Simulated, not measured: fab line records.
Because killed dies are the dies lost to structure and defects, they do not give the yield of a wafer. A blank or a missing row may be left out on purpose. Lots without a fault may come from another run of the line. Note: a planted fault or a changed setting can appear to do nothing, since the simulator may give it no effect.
The same fault as seen by 2 desks	flow sky130	each desk holds nothing but its own numbers, with what lay behind them at the end

DESK OF THE TOOL OWNER: rie-diel-04
The tool's own readings at SKY_CONTACT_ETCH_18 (etches Si3N4 in CHF3/O2, stops on TiN, time 39 s, target depth 75 nm): means of the sampled wafers that have a number, for each lot that ran on this tool. Any lot whose mean is over 4 standard deviations away from the usual mean is out of limits and marked OUT; that distance is given in the brackets.
Columns: A = O2_flow_sccm at SKY_CONTACT_ETCH_18, usual 4.999 sccm; B = bias-w at SKY_CONTACT_ETCH_18, usual 200.0 W; C = drypump-motor-current-A at SKY_CONTACT_ETCH_18, usual 5.6 A; D = oes-product-au at SKY_CONTACT_ETCH_18, usual 0.856 a.u.; E = throttle-valve-pct at SKY_CONTACT_ETCH_18, usual 8.794 %
lot	first seen here	A	B	C	D	E
L739	day 31 13:00	4.983	199.8	5.6	0.865	8.799
L741	day 32 00:00	5.004	199.6	5.5	0.853	8.793
L743	day 33 00:00	5.008	200.6	5.7	0.862	8.803
L744	day 33 11:00	4.992	200.0	5.7	0.860	8.789
L754	day 37 04:00	4.995	199.8	5.4	0.861	8.799
L753	day 37 15:00	5.001	199.3	5.6	0.848	8.792
This desk found nothing out of limits on any of the 6 lots.

FROM THE METROLOGY DESK
Lot by lot, what the gauges showed, no matter which tool ran the lot: averages of those sampled wafers that carry a number. Any lot whose mean is over 4 standard deviations away from the usual mean is out of limits and marked OUT; that distance is given in the brackets.
Columns: A = LI_CONTACT_W_RS at SKY_LI_CONTACT_RS_MEAS_22, usual 0.284 ohm/sq; B = cd-nm at SKY_LOCAL_INTERCONNECT_CD_MEAS_11, usual 169.6 nm; C = CONTACT_BOW at SKY_CONTACT_BOW_MEAS_05, usual 81 um
lot	first seen here	A	B	C
L739	day 29 03:56	0.279	171.8	87
L741	day 29 15:25	0.287	169.9	85
L742	day 30 05:32	0.279	166.8	76
L743	day 30 14:08	0.289	170.0	74
L745	day 30 23:32	0.279	169.3	78
L744	day 31 03:14	0.280	169.4	85
L749	day 33 00:17	0.285	169.9	85
L754	day 34 22:47	0.278	169.5	77
L752	day 35 07:19	0.293	171.3	79
L753	day 35 09:13	0.283	169.9	88
L756	day 35 16:02	0.289	168.7	83
L757	day 35 17:31	0.281	170.1	75
L758	day 35 23:49	0.287	171.1	77
L760	day 36 11:02	0.281	170.0	82
This desk found nothing out of limits on any of the 14 lots.

ALL TOGETHER
The tool owner's desk saw nothing out of limits.
Metrology desk: nothing out of limits seen.

WHAT THE SIMULATOR HAD PUT IN
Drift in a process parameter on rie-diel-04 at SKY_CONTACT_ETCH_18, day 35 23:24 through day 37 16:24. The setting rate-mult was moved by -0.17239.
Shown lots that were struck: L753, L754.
